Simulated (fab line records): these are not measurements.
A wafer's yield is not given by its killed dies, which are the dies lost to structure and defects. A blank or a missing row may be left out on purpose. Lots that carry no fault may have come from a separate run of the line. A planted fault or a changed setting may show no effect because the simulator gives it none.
Which tool is to blame? + flow gf180mcu + 12 lots with 36 wafers sampled at 6 steps, on a route of 602 steps

WHAT EACH GAUGE READ, for each wafer
GF_HV_LDD_OVL_MEAS_32.
| lot  | measured     | on         | HV_LDD_02_OVL (nm) |
|------|--------------|------------|--------------------|
| L690 | day 11 19:03 | overlay-02 | 0.6 2.1 2.1        |
| L692 | day 12 10:40 | overlay-02 | 2.1 -1.4 0.7       |
| L694 | day 12 20:00 | overlay-02 | 0.3 1.1 0.0        |
| L695 | day 13 06:04 | overlay-02 | 1.5 0.2 1.0        |
| L697 | day 13 21:32 | overlay-02 | -1.8 -0.9 -2.9     |
| L699 | day 14 08:05 | overlay-02 | -1.5 -2.4 -0.5     |
| L702 | day 15 07:37 | overlay-01 | 0.5 1.5 2.8        |
| L709 | day 17 18:17 | overlay-02 | 1.1 -0.6 -2.1      |
| L710 | day 18 03:39 | overlay-02 | 2.2 3.2 2.9        |
| L711 | day 18 10:02 | overlay-01 | -1.4 -1.1 -0.3     |
| L712 | day 18 20:27 | overlay-02 | -1.9 0.0 -0.4      |
| L713 | day 18 23:58 | overlay-01 | -1.2 0.3 0.8       |

GF_HV_LDD_TW_MEAS_38.
| lot  | measured     | on            | HV_LDD_3_TW    |
|------|--------------|---------------|----------------|
| L690 | day 11 19:47 | film-metro-04 | 1438 1439 1431 |
| L692 | day 12 11:24 | film-metro-01 | 1418 1420 1415 |
| L694 | day 12 20:44 | film-metro-04 | 1437 1438 1439 |
| L695 | day 13 06:48 | film-metro-03 | 1453 1448 1454 |
| L697 | day 13 22:17 | film-metro-04 | 1426 1436 1434 |
| L699 | day 14 08:49 | film-metro-01 | 1349 1348 1347 |
| L702 | day 15 08:22 | film-metro-01 | 1357 1351 1349 |
| L709 | day 17 19:01 | film-metro-01 | 1412 1416 1420 |
| L710 | day 18 04:23 | film-metro-04 | 1432 1428 1427 |
| L711 | day 18 10:47 | film-metro-03 | 1453 1453 1456 |
| L712 | day 18 21:11 | film-metro-01 | 1419 1417 1414 |
| L713 | day 19 00:43 | film-metro-01 | 1414 1410 1417 |

GF_HV_LDD_OVL_MEAS_47.
| lot  | measured     | on         | HV_LDD_03_OVL (nm) |
|------|--------------|------------|--------------------|
| L690 | day 12 15:10 | overlay-02 | 0.2 0.3 -0.2       |
| L692 | day 13 07:16 | overlay-02 | -3.0 -3.5 -1.8     |
| L694 | day 13 16:52 | overlay-02 | -1.2 0.1 -1.5      |
| L695 | day 14 03:40 | overlay-01 | -0.8 -0.6 -0.2     |
| L697 | day 14 19:10 | overlay-02 | -0.7 -2.4 -0.7     |
| L699 | day 15 05:55 | overlay-01 | 0.1 0.7 0.4        |
| L702 | day 16 06:01 | overlay-02 | -3.2 -1.4 -1.0     |
| L709 | day 18 18:51 | overlay-02 | -1.1 1.1 0.0       |
| L710 | day 19 04:43 | overlay-01 | -1.9 -1.9 -1.1     |
| L711 | day 19 11:47 | overlay-02 | 0.3 2.8 1.3        |
| L712 | day 19 21:37 | overlay-02 | -1.5 -0.7 -2.3     |
| L713 | day 20 00:27 | overlay-02 | 1.2 2.4 3.1        |

GF_HV_LDD_RS_MEAS_53: measures by four-point-probe.
| lot  | measured     | on            | HV_LDD_RS (ohm/sq) |
|------|--------------|---------------|--------------------|
| L690 | day 12 15:38 | film-metro-04 | 417.5 418.2 418.2  |
| L692 | day 13 07:46 | film-metro-01 | 418.7 418.0 418.5  |
| L694 | day 13 17:21 | film-metro-03 | 418.4 419.3 419.2  |
| L695 | day 14 04:08 | film-metro-03 | 418.9 419.6 419.2  |
| L697 | day 14 19:37 | film-metro-03 | 418.6 419.6 419.1  |
| L699 | day 15 06:24 | film-metro-04 | 429.6 431.1 430.1  |
| L702 | day 16 06:30 | film-metro-04 | 432.4 431.2 430.3  |
| L709 | day 18 19:21 | film-metro-04 | 420.1 418.6 419.7  |
| L710 | day 19 05:14 | film-metro-04 | 419.3 419.7 420.1  |
| L711 | day 19 12:15 | film-metro-01 | 418.6 417.8 418.5  |
| L712 | day 19 22:06 | film-metro-01 | 417.4 417.0 416.6  |
| L713 | day 20 00:57 | film-metro-04 | 420.1 419.4 419.0  |

TOOL THAT RAN EACH LOT (tool first, then ch and the chambers of the sampled wafers, then the start)
| lot  | GF_HV_LDD_STRIP_22                   | GF_HV_LDD_IMPLANT_33            |
|------|--------------------------------------|---------------------------------|
| L690 | plasma-asher-02 ch 0,1, day 11 00:27 | implanter-03 ch 0, day 11 19:05 |
| L692 | plasma-asher-01 ch 0,1, day 11 16:05 | implanter-02 ch 0, day 12 10:44 |
| L694 | plasma-asher-01 ch 0,1, day 12 00:26 | implanter-02 ch 0, day 12 20:04 |
| L695 | plasma-asher-03 ch 0,1, day 12 10:16 | implanter-02 ch 0, day 13 06:06 |
| L697 | plasma-asher-02 ch 0,1, day 13 01:06 | implanter-02 ch 0, day 13 21:35 |
| L699 | plasma-asher-02 ch 0,1, day 13 11:47 | implanter-02 ch 0, day 14 08:09 |
| L702 | plasma-asher-02 ch 0,1, day 14 10:38 | implanter-02 ch 0, day 15 07:41 |
| L709 | plasma-asher-03 ch 0,1, day 16 19:11 | implanter-02 ch 0, day 17 18:21 |
| L710 | plasma-asher-02 ch 0,1, day 17 04:29 | implanter-01 ch 0, day 18 03:42 |
| L711 | plasma-asher-02 ch 0, day 17 10:20   | implanter-03 ch 0, day 18 10:05 |
| L712 | plasma-asher-02 ch 0,1, day 17 20:41 | implanter-03 ch 0, day 18 20:30 |
| L713 | plasma-asher-01 ch 0,1, day 18 00:17 | implanter-02 ch 0, day 19 00:02 |
- GF_HV_LDD_STRIP_22: strips in O2/N2.
- GF_HV_LDD_IMPLANT_33

WHAT THE TOOLS THEMSELVES READ (means of the sampled wafers that have a number; where no wafer has one, the mark that the record gives instead)
GF_HV_LDD_STRIP_22.
| lot  | tool            | drypump-motor-current-A (A) | heater-power-w (W) | n2-flow-sccm (sccm) | oes-product-au (a.u.) | strip-time-to-endpoint-s (s) |
|------|-----------------|-----------------------------|--------------------|---------------------|-----------------------|------------------------------|
| L690 | plasma-asher-02 | 5.81                        | 387                | 299.8               | 0.722                 | 12.59                        |
| L692 | plasma-asher-01 | 6.10                        | 358                | 300.0               | 0.716                 | 12.63                        |
| L694 | plasma-asher-01 | 5.84                        | 341                | 299.2               | 0.718                 | 12.59                        |
| L695 | plasma-asher-03 | 5.58                        | 305                | 300.2               | 0.712                 | 12.60                        |
| L697 | plasma-asher-02 | 5.79                        | 356                | 299.7               | 0.718                 | 12.66                        |
| L699 | plasma-asher-02 | 5.78                        | 356                | 300.8               | 0.720                 | 12.60                        |
| L702 | plasma-asher-02 | 5.81                        | 378                | 299.8               | 0.716                 | 12.63                        |
| L709 | plasma-asher-03 | 5.62                        | 295                | 299.8               | 0.718                 | 12.63                        |
| L710 | plasma-asher-02 | 5.82                        | 377                | 299.9               | 0.710                 | 12.67                        |
| L711 | plasma-asher-02 | 5.83                        | 407                | 299.8               | 0.716                 | 12.56                        |
| L712 | plasma-asher-02 | 5.79                        | 346                | 300.3               | 0.718                 | 12.60                        |
| L713 | plasma-asher-01 | 5.84                        | 344                | 300.8               | 0.720                 | 12.63                        |

GF_HV_LDD_IMPLANT_33.
| lot  | tool         | dose-ions-cm2 | faraday-current-uA |
|------|--------------|---------------|--------------------|
| L690 | implanter-03 | 7.502e+12     | 42.1               |
| L692 | implanter-02 | 7.487e+12     | 41.4               |
| L694 | implanter-02 | 7.506e+12     | 42.8               |
| L695 | implanter-02 | 7.510e+12     | 41.3               |
| L697 | implanter-02 | 7.487e+12     | 42.3               |
| L699 | implanter-02 | 3.258e+12     | 18.4               |
| L702 | implanter-02 | 3.251e+12     | 18.1               |
| L709 | implanter-02 | 7.491e+12     | 42.0               |
| L710 | implanter-01 | 7.495e+12     | 42.5               |
| L711 | implanter-03 | 7.495e+12     | 41.3               |
| L712 | implanter-03 | 7.485e+12     | 42.7               |
| L713 | implanter-02 | 7.502e+12     | 42.5               |

THE ANSWER, worked out from the rows above alone
Rule: the lots themselves supply what counts as usual. Put in order of their means at a reading, lots are off if they are a third of the lots or fewer, leave a main group of 4 or more, and stand apart from it by a gap of 3 or more times the standard deviation of the main group's means; of several such gaps the widest counts. A main group whose means are all the same, to the digits that the tables above print for the reading, isn't used. A lot without any number at a reading at which 4 lots or more have one is off too. All remaining lots with rows at the step are treated as sound. After the gauges, taken in route order, come the tools' own readings; for these a lot's mean is taken, as printed above. The first step at which some lot is off is used, and at that step the reading that is off furthest; a lot without a number counts as furthest.
Off: L699, L702, at GF_HV_LDD_TW_MEAS_38 (HV_LDD_3_TW). Mean 1430 and standard deviation 14 in the main group.
If a tool, at a process step before that reading, ran all the lots that are off and no sound lot after the first of them, it fits. The gauges at GF_HV_LDD_TW_MEAS_38 aren't tried: what is off there is off at GF_HV_LDD_RS_MEAS_53 too, on other tools, and a gauge's error can't cause that. No candidate that was tried fits.

WHAT THE SIMULATOR HAD INSERTED
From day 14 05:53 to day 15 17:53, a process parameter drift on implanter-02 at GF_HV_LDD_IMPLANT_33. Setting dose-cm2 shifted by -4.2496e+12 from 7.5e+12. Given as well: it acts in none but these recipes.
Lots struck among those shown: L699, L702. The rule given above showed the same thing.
